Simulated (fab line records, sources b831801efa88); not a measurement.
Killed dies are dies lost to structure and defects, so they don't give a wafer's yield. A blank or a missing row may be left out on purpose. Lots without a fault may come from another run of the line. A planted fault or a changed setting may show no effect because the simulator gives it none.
Chamber matching | flow sky130 | SKY_VIA3_CMP_24 on cmp-02: 4 sister chambers
The step polishes, stops on SiO2, t overpolish 20 s, target thk 0 nm. 4 wafers are shown with their chamber, then 8 later ones without.

WAFERS WITH THEIR CHAMBER
wafer  | chamber | motor_current_A (A)
L091.5 | 2       | 8.8
L092.4 | 1       | 9.8
L092.5 | 0       | 12.5
L094.3 | 3       | 10.5

WAFERS WITHOUT THEIR CHAMBER
wafer  | motor_current_A (A)
L094.4 | 12.3
L094.5 | 11.3
L096.1 | 9.8
L096.3 | 10.6
L096.6 | 10.0
L095.1 | 8.8
L095.3 | 10.3
L095.6 | 8.5

WHICH CHAMBER EACH WENT THROUGH
wafer  | from the rows above     | in truth
L094.4 | 0                       | 0
L094.5 | can't be placed: 3 or 0 | 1
L096.1 | 1                       | 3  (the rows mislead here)
L096.3 | 3                       | 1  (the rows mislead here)
L096.6 | can't be placed: 1 or 3 | 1
L095.1 | 2                       | 2
L095.3 | can't be placed: 3 or 1 | 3
L095.6 | 2                       | 2
Placed correctly: 3 of 8. Can't be placed from these rows: 3 (the true chamber is among the candidates in 2). Placed wrongly: 2.
How it was worked out, from the rows above alone: a wafer's distance from a chamber is the root of the sum, over the readings, of the square of ((its reading less the chamber's mean) divided by the reading's scatter). The wafer belongs to the nearest chamber; if the next one is less than 2 further off, it can't be placed. A chamber's mean is the mean of its shown wafers. The scatter: with one shown wafer a chamber, the root of the mean of the squares of how far each hidden wafer lies from its nearest shown one.
